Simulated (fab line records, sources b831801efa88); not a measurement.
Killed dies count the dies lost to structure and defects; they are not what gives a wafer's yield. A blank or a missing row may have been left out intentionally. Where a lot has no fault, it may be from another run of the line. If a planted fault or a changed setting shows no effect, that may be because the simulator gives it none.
fab line records ; flow sky130
[record] lots = 11; wafers = 32; last-day = 50
route steps=708 shown VIA3@589 METAL4@601 CAP2M@605 VIA4@639 PAD_OPEN@708
lots that met no fault: from a run of the same line without faults
start-h: hours from the record's opening day to when the first of the lot's shown wafers began ; wait-h: hours elapsed since this lot's preceding step ; " same as the row above ; L1.1+2: a single row standing in for several wafers ; - no value, or no start given ; * or withheld: withheld ; < > ~ a bound
route shown NAME@n: names a module that has steps shown in the file, with the first one's number in the route ; usual: mean/standard deviation of fault-free wafers ; same: alike in all rows ; chamber/n: place in a boat ; sites: per-site readings ; _std_site: standard deviation across them ; _edge_site: the outer-site mean with the inner-site mean subtracted ; radius-mm: for every site, how far away it sits from the centre of the wafer ; mask NAME#n: copy n ; behind: the most recent tool/chamber to have shaped the wafer ; hold: why the lot was held/for how many hours/how that ended ; device: the n, p or np transistor that did not switch ; end of line: tests run on the same wafers once the route is complete ; a step with no rows: only its recipe ; killed: count of dies lost to structure and defects at first sort (not the wafer's yield) ; map: shows each die of a wafer: x if killed, . if not, _ if none is there
set.NAME: setting as actually run; set.NAME@STEP: the setting as run at that earlier step ; model.NAME: the simulator's own value behind a step, which no gauge read
steps of the route over a sample of lots; a table a step, a row a wafer
services: from which hour (start-h, from the record's first day; less than 0 if before it) a tool's chamber was out of use, for how many hours, and why
[[steps]]
[step SKY_VIA3_STRIP_16]
[recipe] chemistry = O2/N2; power-w = 1400; pressure-mtorr = 1500; platen-temp-c = withheld; o2-flow-sccm = 3000; n2-flow-sccm = 300; overash-fraction = 0.5
[usual] drypump-motor-current-A = 5.7/0.54; oes-product-au = 0.403/0.0048; strip-time-to-endpoint-s = 4.147/0.019
[same] overash-fraction = 0.5
lot.wafer;tool;chamber;start-h;wait-h;drypump-motor-current-A;oes-product-au;rf-hours-counter-h;strip-time-to-endpoint-s
L938.1;plasma-asher-04;1;931.55;0.0;5.2;0.403;113;4.163
L938.2;plasma-asher-04;0;931.55;0.0;6.1;0.408;113;4.139
L938.6;plasma-asher-04;0;931.55;0.0;6.1;0.400;-;4.162
L940.1;plasma-asher-04;0;966.42;0.0;6.2;0.397;117;4.155
L940.3;plasma-asher-04;1;966.42;0.0;5.2;0.401;-;4.158
L940.6;plasma-asher-04;0;966.42;0.0;6.1;0.411;-;4.156
L943.1;plasma-asher-03;0;972.05;0.0;5.2;0.408;84;4.139
L943.2;plasma-asher-03;1;972.05;0.0;6.5;0.402;84;4.172
L943.4;plasma-asher-03;0;972.05;0.0;5.2;0.394;-;4.141
L944.1;plasma-asher-02;1;977.36;0.0;5.1;0.404;54;4.133
L944.5;plasma-asher-02;1;977.36;0.0;5.1;0.398;-;4.151
L949.4;plasma-asher-02;0;1019.75;0.0;6.1;0.411;-;4.136
L949.5;plasma-asher-02;1;1019.75;0.0;5.1;0.403;-;4.137
L949.6;plasma-asher-02;0;1019.75;0.0;6.0;0.392;-;4.118
L951.4;plasma-asher-02;0;1024.40;0.1;6.1;0.407;-;4.156
L951.5;plasma-asher-02;1;1024.40;0.1;5.1;0.410;-;4.155
L951.6;plasma-asher-02;0;1024.40;0.1;6.1;0.405;-;4.148
L956.1;plasma-asher-03;1;1060.95;0.0;6.5;0.395;93;4.141
L956.2;plasma-asher-03;0;1060.95;0.0;5.2;0.398;93;4.135
L956.4;plasma-asher-03;1;1060.95;0.0;6.5;0.398;-;4.128
L958.2;plasma-asher-02;1;1066.60;0.0;5.1;0.394;62;4.182
L958.5;plasma-asher-02;1;1066.60;0.0;5.1;0.391;-;4.157
L958.6;plasma-asher-02;0;1066.60;0.0;6.1;0.399;-;4.143
L957.3;plasma-asher-02;0;1067.93;0.1;6.1;0.399;-;4.168
L957.5;plasma-asher-02;0;1067.93;0.1;6.1;0.406;-;4.172
L957.6;plasma-asher-02;1;1067.93;0.1;5.1;0.402;-;4.154
L959.1;plasma-asher-02;1;1070.47;0.0;5.1;0.404;63;4.164
L959.2;plasma-asher-02;0;1070.47;0.0;6.1;0.405;63;4.146
L959.5;plasma-asher-02;1;1070.47;0.0;5.1;0.392;-;4.152
L960.2;plasma-asher-02;0;1074.66;0.0;6.1;0.405;63;4.124
L960.3;plasma-asher-02;1;1074.66;0.0;5.1;0.400;-;4.153
L960.5;plasma-asher-02;1;1074.66;0.0;5.1;0.407;-;4.130
[step SKY_METAL4_SPUTTER_03]
[recipe] material = Ti; target-thk-nm = 5; power-w = 3000; time-s = 3.3; chamber-pressure-pa = 0.4
[usual] chamber-pressure-pa = 0.3999/0.00073; throttle-valve-pct = 30.3/1
lot.wafer;tool;chamber;start-h;wait-h;chamber-pressure-pa;throttle-valve-pct
L938.1;pvd-sputter-04;-;932.92;0.0;0.3989;32.5
L938.2;pvd-sputter-04;-;932.92;0.0;0.3993;28.7
L938.6;pvd-sputter-04;-;932.92;0.0;0.3998;31.3
L940.1;pvd-sputter-01;-;967.80;0.0;0.3990;30.1
L940.3;pvd-sputter-01;-;967.80;0.0;0.4006;31.1
L940.6;pvd-sputter-01;-;967.80;0.0;0.4005;30.1
L943.1;pvd-sputter-01;-;973.55;0.0;0.3990;30.3
L943.2;pvd-sputter-01;-;973.55;0.0;0.3996;31.0
L943.4;pvd-sputter-01;-;973.55;0.0;0.3997;29.9
L944.1;pvd-sputter-01;-;978.77;0.0;0.3998;30.1
L944.5;pvd-sputter-01;-;978.77;0.0;0.4000;30.4
L949.4;pvd-sputter-04;-;1021.06;0.0;0.3993;31.3
L949.5;pvd-sputter-04;-;1021.06;0.0;0.3999;32.6
L949.6;pvd-sputter-04;-;1021.06;0.0;0.3999;28.5
L951.4;pvd-sputter-01;-;1025.71;0.0;0.4004;31.2
L951.5;pvd-sputter-01;-;1025.71;0.0;0.4007;31.1
L951.6;pvd-sputter-01;-;1025.71;0.0;0.3993;29.9
L956.1;pvd-sputter-01;-;1062.34;0.0;0.4002;30.9
L956.2;pvd-sputter-01;-;1062.34;0.0;0.3987;30.1
L956.4;pvd-sputter-01;-;1062.34;0.0;0.4005;30.1
L958.2;pvd-sputter-01;-;1068.03;0.0;0.3995;29.8
L958.5;pvd-sputter-01;-;1068.03;0.0;0.3999;30.6
L958.6;pvd-sputter-01;-;1068.03;0.0;0.3996;29.8
L957.3;pvd-sputter-04;-;1069.24;0.0;0.3990;31.4
L957.5;pvd-sputter-04;-;1069.24;0.0;0.3990;31.3
L957.6;pvd-sputter-04;-;1069.24;0.0;0.4005;30.1
L959.1;pvd-sputter-01;-;1071.81;0.0;0.4009;31.3
L959.2;pvd-sputter-01;-;1071.81;0.0;0.4003;29.9
L959.5;pvd-sputter-01;-;1071.81;0.0;0.3996;31.0
L960.2;pvd-sputter-04;-;1076.01;0.0;0.4005;30.6
L960.3;pvd-sputter-04;-;1076.01;0.0;0.3988;32.1
L960.5;pvd-sputter-04;-;1076.01;0.0;0.3987;32.5
[step SKY_CAP2M_SPUTTER_02]
[recipe] material = TiN; target-thk-nm = 200; temp-c = 300; power-w = 6500; time-s = 166.7; chamber-pressure-pa = 0.4
[usual] chamber-pressure-pa = 0.4000/0.0008; susceptor-temp-C = 299.98/0.19; throttle-valve-pct = 30.0/1.1
lot.wafer;tool;chamber;start-h;wait-h;chamber-pressure-pa;susceptor-temp-C;throttle-valve-pct
L938.1;pvd-sputter-01;-;933.07;0.1;0.4006;300.06;29.9
L938.2;pvd-sputter-01;-;933.07;0.1;0.4004;299.96;30.1
L938.6;pvd-sputter-01;-;933.07;0.1;0.3997;300.33;30.3
L940.1;pvd-sputter-04;-;967.95;0.1;0.4008;299.85;28.8
L940.3;pvd-sputter-04;-;967.95;0.1;0.3996;300.08;31.3
L940.6;pvd-sputter-04;-;967.95;0.1;0.4002;300.12;32.3
L943.1;pvd-sputter-02;-;973.70;0.1;0.3998;300.26;28.5
L943.2;pvd-sputter-02;-;973.70;0.1;0.3995;299.95;29.7
L943.4;pvd-sputter-02;-;973.70;0.1;0.3995;300.03;29.3
L944.1;pvd-sputter-01;-;978.92;0.1;0.3992;299.93;30.2
L944.5;pvd-sputter-01;-;978.92;0.1;0.4000;300.05;30.3
L949.4;pvd-sputter-02;-;1021.21;0.0;0.4005;300.00;29.5
L949.5;pvd-sputter-02;-;1021.21;0.0;0.3999;299.87;28.6
L949.6;pvd-sputter-02;-;1021.21;0.0;0.4011;300.04;31.5
L951.4;pvd-sputter-04;-;1025.86;0.0;0.4010;299.90;28.6
L951.5;pvd-sputter-04;-;1025.86;0.0;0.4008;299.84;28.6
L951.6;pvd-sputter-04;-;1025.86;0.0;0.3996;300.10;31.2
L956.1;pvd-sputter-04;-;1062.48;0.1;0.4007;300.24;30.2
L956.2;pvd-sputter-04;-;1062.48;0.1;0.3994;299.65;32.5
L956.4;pvd-sputter-04;-;1062.48;0.1;0.4004;299.71;32.3
L958.2;pvd-sputter-02;-;1068.18;0.0;0.4003;299.71;28.6
L958.5;pvd-sputter-02;-;1068.18;0.0;0.4006;299.54;28.6
L958.6;pvd-sputter-02;-;1068.18;0.0;0.3995;299.86;29.6
L957.3;pvd-sputter-02;-;1069.39;0.0;0.3997;300.05;29.0
L957.5;pvd-sputter-02;-;1069.39;0.0;0.4003;300.21;31.3
L957.6;pvd-sputter-02;-;1069.39;0.0;0.4002;299.99;28.5
L959.1;pvd-sputter-02;-;1071.96;0.1;0.3999;299.97;29.7
L959.2;pvd-sputter-02;-;1071.96;0.1;0.3984;300.37;28.9
L959.5;pvd-sputter-02;-;1071.96;0.1;0.3992;299.98;29.5
L960.2;pvd-sputter-01;-;1076.16;0.0;0.3991;299.98;29.5
L960.3;pvd-sputter-01;-;1076.16;0.0;0.3997;300.09;30.8
L960.5;pvd-sputter-01;-;1076.16;0.0;0.4003;299.88;29.8
[step SKY_VIA4_HDPCVD_00]
[recipe] material = SiO2; target-thk-nm = 1750; sigma-open-frac = 0.3; time-s = 291.7; temp-c = 400; sih4-flow-sccm = 60; pressure-mtorr = 6
[usual] susceptor-temp-C = 400.04/0.22
lot.wafer;tool;chamber;start-h;wait-h;susceptor-temp-C
L938.1;hdpcvd-01;1;982.42;0.0;399.74
L938.2;hdpcvd-01;0;982.42;0.0;400.00
L938.6;hdpcvd-01;1;982.42;0.0;399.80
L940.1;hdpcvd-01;1;1016.23;0.0;399.83
L940.3;hdpcvd-01;0;1016.23;0.0;399.98
L940.6;hdpcvd-01;0;1016.23;0.0;399.79
L943.1;hdpcvd-01;0;1021.26;0.0;399.95
L943.2;hdpcvd-01;1;1021.26;0.0;400.31
L943.4;hdpcvd-01;2;1021.26;0.0;400.09
L944.1;hdpcvd-01;0;1027.25;0.0;400.28
L944.5;hdpcvd-01;0;1027.25;0.0;399.88
L949.4;hdpcvd-02;0;1066.06;0.1;399.66
L949.5;hdpcvd-02;1;1066.06;0.1;400.26
L949.6;hdpcvd-02;2;1066.06;0.1;399.92
L951.4;hdpcvd-02;1;1070.68;0.1;399.93
L951.5;hdpcvd-02;0;1070.68;0.1;400.27
L951.6;hdpcvd-02;2;1070.68;0.1;400.29
L956.1;hdpcvd-01;0;1106.22;0.0;400.12
L956.2;hdpcvd-01;1;1106.22;0.0;400.66
L956.4;hdpcvd-01;1;1106.22;0.0;400.41
L958.2;hdpcvd-01;0;1112.08;0.0;400.32
L958.5;hdpcvd-01;0;1112.08;0.0;400.34
L958.6;hdpcvd-01;2;1112.08;0.0;400.05
L957.3;hdpcvd-01;2;1113.22;0.0;399.79
L957.5;hdpcvd-01;1;1113.22;0.0;400.07
L957.6;hdpcvd-01;0;1113.22;0.0;400.20
L959.1;hdpcvd-02;0;1116.10;0.0;400.15
L959.2;hdpcvd-02;2;1116.10;0.0;399.98
L959.5;hdpcvd-02;2;1116.10;0.0;400.05
L960.2;hdpcvd-02;1;1118.53;0.0;400.04
L960.3;hdpcvd-02;2;1118.53;0.0;399.89
L960.5;hdpcvd-02;1;1118.53;0.0;400.01
[step SKY_VIA4_THK_MEAS_01]
[recipe] reads = SiO2_of_VIA4_HDPCVD_00
[usual] VIA4_HDPCVD_THK = 1746/18
lot.wafer;tool;chamber;start-h;wait-h;VIA4_HDPCVD_THK[nm]
L938.1;film-metro-01;-;982.60;0.1;1754
L938.2;film-metro-01;-;982.60;0.1;1759
L938.6;film-metro-01;-;982.60;0.1;1758
L940.1;film-metro-01;-;1016.41;0.1;1705
L940.3;film-metro-01;-;1016.41;0.1;1717
L940.6;film-metro-01;-;1016.41;0.1;1757
L943.1;film-metro-01;-;1021.44;0.1;541
L943.2;film-metro-01;-;1021.44;0.1;1749
L943.4;film-metro-01;-;1021.44;0.1;1709
L944.1;film-metro-03;-;1027.43;0.1;561
L944.5;film-metro-03;-;1027.43;0.1;551
L949.4;film-metro-04;-;1066.18;0.0;1763
L949.5;film-metro-04;-;1066.18;0.0;1723
L949.6;film-metro-04;-;1066.18;0.0;1740
L951.4;film-metro-01;-;1070.80;0.0;1762
L951.5;film-metro-01;-;1070.80;0.0;1769
L951.6;film-metro-01;-;1070.80;0.0;1718
L956.1;film-metro-01;-;1106.40;0.1;1734
L956.2;film-metro-01;-;1106.40;0.1;1748
L956.4;film-metro-01;-;1106.40;0.1;1745
L958.2;film-metro-03;-;1112.27;0.1;1709
L958.5;film-metro-03;-;1112.27;0.1;1733
L958.6;film-metro-03;-;1112.27;0.1;1739
L957.3;film-metro-04;-;1113.42;0.1;1741
L957.5;film-metro-04;-;1113.42;0.1;1760
L957.6;film-metro-04;-;1113.42;0.1;1745
L959.1;film-metro-04;-;1116.28;0.1;1759
L959.2;film-metro-04;-;1116.28;0.1;1710
L959.5;film-metro-04;-;1116.28;0.1;1711
L960.2;film-metro-03;-;1118.72;0.1;1751
L960.3;film-metro-03;-;1118.72;0.1;1761
L960.5;film-metro-03;-;1118.72;0.1;1749
[step SKY_VIA4_ETCH_12]
[recipe] target = SiO2; chemistry = C4F8/O2/Ar; stop-on = TiN; mask-material = NOVOLAK; source-w = 1500; bias-w = 1200; pressure-mtorr = 40; c4f8-flow-sccm = withheld; O2_flow_sccm = 6; Ar_flow_sccm = 300; time-s = withheld; target-depth-a = 5800
[usual] oes-product-au = 0.926/0.0043
lot.wafer;tool;chamber;start-h;wait-h;oes-product-au
L938.1;rie-diel-01;0;1006.66;0.0;0.929
L938.2;rie-diel-01;3;1006.66;0.0;0.923
L938.6;rie-diel-01;3;1006.66;0.0;0.922
L940.1;rie-diel-01;3;1038.33;0.0;0.921
L940.3;rie-diel-01;2;1038.33;0.0;0.923
L940.6;rie-diel-01;2;1038.33;0.0;0.918
L943.1;rie-diel-01;2;1043.70;0.0;0.895
L943.2;rie-diel-01;3;1043.70;0.0;0.928
L943.4;rie-diel-01;1;1043.70;0.0;0.916
L944.1;rie-diel-03;2;1049.73;0.0;0.902
L944.5;rie-diel-03;1;1049.73;0.0;0.897
L949.4;rie-diel-04;2;1086.60;0.0;0.925
L949.5;rie-diel-04;1;1086.60;0.0;0.925
L949.6;rie-diel-04;0;1086.60;0.0;0.925
L951.4;rie-diel-03;3;1091.83;0.0;0.917
L951.5;rie-diel-03;1;1091.83;0.0;0.924
L951.6;rie-diel-03;2;1091.83;0.0;0.917
L956.1;rie-diel-03;3;1125.80;0.0;0.931
L956.2;rie-diel-03;2;1125.80;0.0;0.923
L956.4;rie-diel-03;1;1125.80;0.0;0.925
L958.2;rie-diel-04;0;1130.41;0.0;0.918
L958.5;rie-diel-04;2;1130.41;0.0;0.920
L958.6;rie-diel-04;1;1130.41;0.0;0.928
L957.3;rie-diel-04;0;1132.00;0.0;0.923
L957.5;rie-diel-04;1;1132.00;0.0;0.931
L957.6;rie-diel-04;0;1132.00;0.0;0.920
L959.1;rie-diel-03;2;1135.30;0.0;0.924
L959.2;rie-diel-03;3;1135.30;0.0;0.924
L959.5;rie-diel-03;1;1135.30;0.0;0.918
L960.2;rie-diel-04;3;1138.08;0.0;0.930
L960.3;rie-diel-04;1;1138.08;0.0;0.933
L960.5;rie-diel-04;0;1138.08;0.0;0.928
[step SKY_PAD_OPEN_PROBE_99]
[usual] defect-limited-yield = 82.7/2.1; killed_at_M0_to_M3 = 43/7.2; killed_at_M4_up = 3.3/1.8; killed-at-contacts = 23/5.5; killed-at-front-end = 16/5.1; killed-at-other = 0.4/0.65; killed-dies = 85/10; killed-open = 46/7.1; killed-short = 38/7.2
[same] gross-dies = 492; killed-at-back-side = 0
lot.wafer;tool;chamber;start-h;wait-h;defect-limited-yield[%];killed_at_M0_to_M3;killed_at_M4_up;killed-at-contacts;killed-at-front-end;killed-at-other;killed-dies;killed-open;killed-short
L938.1;prober-01;-;1076.48;0.1;82.1;46;2;21;19;0;88;42;46
L938.2;prober-01;-;1076.53;0.1;81.3;43;7;23;19;0;92;51;40
L938.6;prober-01;-;1076.73;0.2;84.3;30;8;18;21;0;77;34;40
L949.4;prober-01;-;1150.52;0.2;83.9;42;3;20;13;1;79;31;48
L949.5;prober-01;-;1150.57;0.2;80.7;42;3;24;25;1;95;51;43
L949.6;prober-01;-;1150.62;0.2;81.5;48;1;27;15;0;91;47;43
L956.1;prober-02;-;1183.05;0.1;81.9;51;1;23;14;0;89;56;33
L958.2;prober-01;-;1187.50;0.1;85.4;34;3;21;14;0;72;38;34
L958.5;prober-01;-;1187.65;0.2;83.5;39;5;22;15;0;81;52;29
L958.6;prober-01;-;1187.70;0.2;83.3;49;2;17;14;0;82;39;41
L957.5;prober-02;-;1189.55;0.2;77.6;62;4;25;19;0;110;64;44
// killed by level:class
L938.1 VIA2:geometric-particle:open=7 VIA1:geometric-particle:open=7 CONTACT:geometric-particle:open=6 VIA3:geometric-particle:short=6 METAL2:geometric-particle:short=5 VIA3:geometric-particle:open=5 FIELD_ISO:geometric-particle:open=4 LI_CONTACT:geometric-particle:open=4
L938.2 VIA2:geometric-particle:open=10 VIA1:geometric-particle:open=8 FIELD_ISO:geometric-particle:short=7 LOCAL_INTERCONNECT:geometric-particle:short=6 VIA3:geometric-particle:open=6 CONTACT:geometric-particle:open=5 LI_CONTACT:geometric-particle:open=5 METAL2:geometric-particle:short=5
L938.6 FIELD_ISO:geometric-particle:short=9 VIA1:geometric-particle:open=7 CONTACT:geometric-particle:open=6 FIELD_ISO:geometric-particle:open=5 LI_CONTACT:geometric-particle:open=4 METAL4:geometric-particle:short=4 CONTACT:geometric-particle:short=4 METAL1:geometric-particle:short=4
L949.4 METAL2:geometric-particle:short=10 LOCAL_INTERCONNECT:geometric-particle:short=7 VIA1:geometric-particle:open=7 LI_CONTACT:geometric-particle:open=5 CONTACT:geometric-particle:open=5 VIA2:geometric-particle:short=5 METAL1:geometric-particle:short=4 VIA2:geometric-particle:open=4
L949.5 CONTACT:geometric-particle:open=11 VIA1:geometric-particle:open=10 FIELD_ISO:geometric-particle:short=9 VIA3:geometric-particle:open=6 METAL1:geometric-particle:short=6 POLY_GATE:geometric-particle:open=5 LOCAL_INTERCONNECT:geometric-particle:short=5 VIA3:geometric-particle:short=5
L949.6 LI_CONTACT:geometric-particle:open=8 VIA2:geometric-particle:open=8 FIELD_ISO:geometric-particle:open=7 CONTACT:geometric-particle:short=7 METAL1:geometric-particle:short=7 VIA1:geometric-particle:open=6 FIELD_ISO:geometric-particle:short=5 CONTACT:geometric-particle:open=5
L956.1 VIA1:geometric-particle:open=13 CONTACT:geometric-particle:open=11 VIA3:geometric-particle:open=11 LI_CONTACT:geometric-particle:open=6 METAL1:geometric-particle:short=6 VIA2:geometric-particle:open=6 METAL2:geometric-particle:short=5 VIA2:geometric-particle:short=4
L958.2 VIA1:geometric-particle:open=10 POLY_GATE:geometric-particle:short=7 LI_CONTACT:geometric-particle:open=7 CONTACT:geometric-particle:open=6 VIA1:geometric-particle:short=5 LOCAL_INTERCONNECT:geometric-particle:short=4 CONTACT:geometric-particle:short=4 VIA2:geometric-particle:short=4
L958.5 VIA1:geometric-particle:open=14 METAL2:geometric-particle:short=7 POLY_GATE:geometric-particle:open=6 CONTACT:geometric-particle:open=6 VIA3:geometric-particle:open=6 LI_CONTACT:geometric-particle:open=5 CONTACT:geometric-particle:short=4 FIELD_ISO:geometric-particle:open=3
L958.6 VIA1:geometric-particle:open=13 METAL1:geometric-particle:short=8 VIA1:geometric-particle:short=6 VIA3:geometric-particle:open=6 VIA2:geometric-particle:open=5 CONTACT:geometric-particle:open=5 FIELD_ISO:geometric-particle:short=4 LI_CONTACT:geometric-particle:open=4
L957.5 VIA1:geometric-particle:open=18 VIA3:geometric-particle:open=11 LI_CONTACT:geometric-particle:open=9 CONTACT:geometric-particle:open=9 POLY_GATE:geometric-particle:short=7 METAL2:geometric-particle:short=6 METAL1:geometric-particle:short=5 LOCAL_INTERCONNECT:geometric-particle:short=4
[[services]]
tool;chamber;start-h;hours;kind
plasma-asher-02;-;918.88;0.4;repair
hdpcvd-01;-;928.18;0.8;repair
plasma-asher-02;-;928.85;5.6;repair
pvd-sputter-01;-;937.51;8.1;repair
hdpcvd-02;-;950.25;15.0;pm
pvd-sputter-02;-;951.32;1.3;repair
rie-diel-03;-;954.90;4.3;pm
rie-diel-04;0;958.98;14.2;repair
pvd-sputter-02;-;977.32;1.8;repair
pvd-sputter-04;-;977.48;24.5;repair
hdpcvd-02;-;979.15;14.6;pm
pvd-sputter-02;-;984.78;7.2;repair
plasma-asher-02;-;987.78;3.6;repair
hdpcvd-01;-;993.75;14.6;pm
rie-diel-03;1;994.32;2.9;repair
rie-diel-03;-;1006.03;2.8;pm
rie-diel-04;0;1018.34;1.9;repair
pvd-sputter-02;-;1045.52;4.3;repair
rie-diel-03;0;1064.71;21.0;repair
hdpcvd-02;-;1076.93;2.8;pm
plasma-asher-02;-;1081.22;1.6;repair
hdpcvd-02;2;1096.87;8.1;repair
rie-diel-04;3;1111.71;16.7;repair
pvd-sputter-02;-;1131.13;8.2;repair
[[key]]
[first-sign] step = SKY_VIA4_THK_MEAS_01; reading = VIA4_HDPCVD_THK; direction = down; sigmas = 68; usual = 1746; struck = 551
[effect] step = SKY_VIA4_ETCH_12; reading = oes-product-au; direction = down; sigmas = 6.5; usual = 0.926; struck = 0.898
met-at SKY_VIA4_HDPCVD_00
struck-lots L943,L944
struck-wafers L943.1,L944.1,L944.5
not-acting-at SKY_VIA3_STRIP_16,SKY_METAL4_SPUTTER_03,SKY_CAP2M_SPUTTER_02
onset-between 1016.23 1021.26
[fault] kind = process-parameter-drift; tool = hdpcvd-01; chamber = -; onset-h = 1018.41; steps = SKY_VIA4_HDPCVD_00; channel = target-thk-nm; offset = -1201.5; shape = step; end-h = 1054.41; scope = struck-wafers-only; acts-in = these-recipes-only; stated = 1750
